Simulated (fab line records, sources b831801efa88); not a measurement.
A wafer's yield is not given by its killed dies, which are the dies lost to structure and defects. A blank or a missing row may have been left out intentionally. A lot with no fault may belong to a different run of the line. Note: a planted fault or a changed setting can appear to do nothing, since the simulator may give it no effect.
Split-lot study ; flow sky130 ; 5 lots, 27 wafers read, on a route of 708 steps

== ON THE SPLIT ==
At SKY_METAL1_SPUTTER_02 (material AlCu, target thk 250 nm, time 13.3 s), the setting time-s was moved away from the recipe's 13.3 s on 12 of the 27 wafers read, by -48.5% to +29.8%. This setting was run at the recipe's value on the other wafers.

== FROM THE SPLIT TO THE READING: what the file shows between them, 8 steps ==
- SKY_METAL1_SPUTTER_03: material Ti, target thk 5 nm, time 3.3 s
- SKY_METAL1_SPUTTER_04: material TiN, target thk 70 nm, time 58.3 s
- SKY_METAL1_RS_MEAS_05: measures by four-point-probe
- SKY_METAL1_THK_MEAS_06: measures by xrf
- SKY_METAL1_DEHYDRATE_07: time 60 s
- SKY_METAL1_HMDS_08: prime time 60 s
- SKY_METAL1_DESCUM_17: chemistry O2, time 8 s
- SKY_METAL1_ETCH_18: etches BARC in N2/H2, stops on SiO2, time 45.9 s, target depth 60 nm

== THE READING ==
oes-product-au, in a.u., at SKY_METAL1_METAL_ETCH_19 (etches the open film in Cl2/BCl3, stops on SiO2, target depth 360 nm, time 78 s). Fault-free wafers of this fab line usually give 0.852 a.u., standard deviation 0.0053 a.u.

wafer;tool, chamber at the split;time-s as run, s;against the recipe;oes-product-au, a.u.;against lot-mates on the recipe
L074.1;pvd-sputter-03, -;13.3;recipe;0.856;-
L074.2;pvd-sputter-03, -;13.3;recipe;0.845;-
L074.3;pvd-sputter-03, -;17.27;+29.8%;0.906;+0.053
L074.4;pvd-sputter-03, -;17.27;+29.8%;0.913;+0.060
L074.5;pvd-sputter-03, -;17.27;+29.8%;0.906;+0.053
L074.6;pvd-sputter-03, -;13.3;recipe;0.857;-
L077.1;pvd-sputter-04, -;13.3;recipe;0.847;-
L077.2;pvd-sputter-04, -;13.3;recipe;0.858;-
L077.3;pvd-sputter-04, -;6.856;-48.5%;0.717;-0.136
L077.4;pvd-sputter-04, -;13.3;recipe;0.853;-
L077.5;pvd-sputter-04, -;6.856;-48.5%;0.720;-0.133
L077.6;pvd-sputter-04, -;6.856;-48.5%;0.717;-0.136
L080.1;pvd-sputter-02, -;16.6;+24.8%;0.895;+0.042
L080.2;pvd-sputter-02, -;16.6;+24.8%;0.885;+0.032
L080.3;pvd-sputter-02, -;13.3;recipe;0.848;-
L080.4;pvd-sputter-02, -;13.3;recipe;0.858;-
L080.5;pvd-sputter-02, -;16.6;+24.8%;0.887;+0.034
L080.6;pvd-sputter-02, -;13.3;recipe;0.852;-
L079.2;pvd-sputter-02, -;13.3;recipe;0.847;-
L079.3;pvd-sputter-02, -;13.3;recipe;0.847;-
L079.5;pvd-sputter-02, -;13.3;recipe;0.851;-
L085.1;pvd-sputter-02, -;17.21;+29.4%;0.908;+0.056
L085.2;pvd-sputter-02, -;17.21;+29.4%;0.905;+0.053
L085.3;pvd-sputter-02, -;13.3;recipe;0.853;-
L085.4;pvd-sputter-02, -;17.21;+29.4%;0.897;+0.045
L085.5;pvd-sputter-02, -;13.3;recipe;0.845;-
L085.6;pvd-sputter-02, -;13.3;recipe;0.857;-

THE FIT
A straight line over all 27 wafers: oes-product-au changes by +0.00231 a.u. for each +1% of time-s; r = +0.98; the points scatter about the line by 0.01 a.u.
The same after taking each lot's own level away (the mean of its wafers on the recipe; 27 wafers): +0.00231 a.u. for each +1%; r = +0.98; scatter 0.011 a.u.
That fit puts the effect of the largest move of time-s on the reading at 0.11 a.u.
From 0.8483 to 0.8527 a.u.: that is the span of the lots' own levels, equal to 0.8 times the standard deviation above.
The two slopes are in agreement: the lot-to-lot level therefore moves the slope only a little.
Check: -0.115 a.u. against its lot-mates is what the line predicts for one of the wafers moved furthest among these (-48.5%) when that wafer is left out of the fit. Against them it came out at -0.136 a.u.

== THE WHOLE CHAIN: every reading that the file lists as answering this split, in the file's order ==
step;what it does;reading;change (the file's fit);r (the file's)
SKY_METAL1_SPUTTER_02;material AlCu, target thk 250 nm, time 13.3 s;AlCu_of_METAL1_SPUTTER_02.thk-nm (the simulator's own value, which no gauge read);+2.5 nm for each +1% of the setting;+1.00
SKY_METAL1_RS_MEAS_05;measures by four-point-probe;METAL1_ALCU_RS;-0.00184 for each +1% of the setting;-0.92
SKY_METAL1_THK_MEAS_06;measures by xrf;METAL1_ALCU_THK;+2.49 for each +1% of the setting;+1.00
SKY_METAL1_METAL_ETCH_19;etches the open film in Cl2/BCl3, stops on SiO2, target depth 360 nm, time 78 s;oes-product-au;+0.00225 a.u. for each +1% of the setting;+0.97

== THE FILE'S OWN FIT ==
oes-product-au changes by +0.00225 a.u. for each +1% of time-s, r = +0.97.
